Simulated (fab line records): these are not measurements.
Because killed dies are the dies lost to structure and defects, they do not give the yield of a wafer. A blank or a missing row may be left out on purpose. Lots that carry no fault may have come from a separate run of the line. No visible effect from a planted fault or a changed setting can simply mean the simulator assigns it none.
A single fault, viewed from 2 desks	flow sky130	what lay behind the numbers comes last; until then each desk has only its own

METROLOGY DESK
What the gauges read, lot by lot, whatever tool the lot ran on: means of the sampled wafers that have a number. Marked OUT: a lot whose mean sits more than 4 standard deviations from the usual mean, which makes it out of limits; the brackets give that distance.
Columns: A = FIELD_ISO_CVD_24_THK at SKY_FIELD_ISO_THK_MEAS_25, usual 592 nm; B = VT_ADJUST_NCORE_TW at SKY_VT_ADJUST_NCORE_TW_MEAS_11, usual 220.5; C = SONOS_ONO_CVD_02_THK at SKY_SONOS_ONO_THK_MEAS_03, usual 10.54 nm; D = GATE_OXIDE_TW at SKY_GATE_OXIDE_TW_MEAS_14, usual 225.3
lot	first seen here	A	B	C	D
L827	day 3 13:14	592	221.0	10.57	203.4 (-23) OUT
L828	day 3 21:13	589	218.1	10.51	205.3 (-21) OUT
L831	day 4 13:13	603	218.3	10.62	227.1
L834	day 5 02:46	596	220.3	10.62	224.9
L835	day 5 10:07	594	218.6	10.62	225.6
L836	day 5 12:25	594	219.1	10.53	224.5
L838	day 5 22:48	586	220.4	10.55	223.8
L839	day 6 04:25	592	222.0	10.71	225.6
L840	day 6 09:19	592	220.6	10.60	224.5
L841	day 6 17:25	591	221.1	10.66	224.9
L842	day 6 20:23	604	219.9	10.36	224.7
L843	day 7 04:08	593	220.1	10.25	224.9
L844	day 7 08:20	592	220.1	10.55	224.6
This desk's finding: out of limits on L827, L828; first on L827, day 15 19:14 (GATE_OXIDE_TW at SKY_GATE_OXIDE_TW_MEAS_14). L831, L834, L835, L836, L838, L839, L840, L841, L842, L843, L844: within limits.

THE TOOL OWNER'S DESK: implanter-01
The tool's own readings at SKY_GATE_OXIDE_IMPLANT_11, given as means over the sampled wafers that have a number, one for each lot that went through this tool. Marked OUT: a lot whose mean sits more than 4 standard deviations from the usual mean, which makes it out of limits; the brackets give that distance.
Columns: A = doseIonsCm2 at SKY_GATE_OXIDE_IMPLANT_11, usual 2.6009e+12; B = endStationPressureTorr at SKY_GATE_OXIDE_IMPLANT_11, usual 5.03e-06 Torr; C = faradayCurrentUA at SKY_GATE_OXIDE_IMPLANT_11, usual 14.7
lot	first seen here	A	B	C
L827	day 15 18:55	1.8479e+12 (-99 or more) OUT	4.95e-06	10.4 (-14) OUT
L828	day 16 12:19	1.8470e+12 (-99 or more) OUT	5.23e-06	10.4 (-14) OUT
L839	day 20 01:39	2.6006e+12	4.96e-06	14.8
L840	day 20 10:19	2.6024e+12	5.03e-06	14.6
L841	day 20 19:07	2.6040e+12	4.96e-06	14.8
L843	day 21 21:14	2.5987e+12	5.28e-06	14.6
Finding of this desk: L827, L828 out of limits; the first was L827 at day 15 18:55, on doseIonsCm2 at SKY_GATE_OXIDE_IMPLANT_11. L839, L840, L841, L843: within limits.

BROUGHT TOGETHER
At day 15 18:55, on L827, L828, the tool owner's desk was in a position to raise an alarm.
An alarm was possible from the metrology desk at day 15 19:14, on L827, L828.
Of the lots named, all ran SKY_GATE_OXIDE_IMPLANT_11 on implanter-01.

WHAT HAD BEEN PUT IN BY THE SIMULATOR
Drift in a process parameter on implanter-01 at SKY_GATE_OXIDE_IMPLANT_11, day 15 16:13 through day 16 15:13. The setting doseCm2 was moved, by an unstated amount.
Struck lots among those shown: L827, L828.
Time in hours from fault onset to the first out-of-limits reading at each desk: tool owner's desk 3, metrology desk 3.
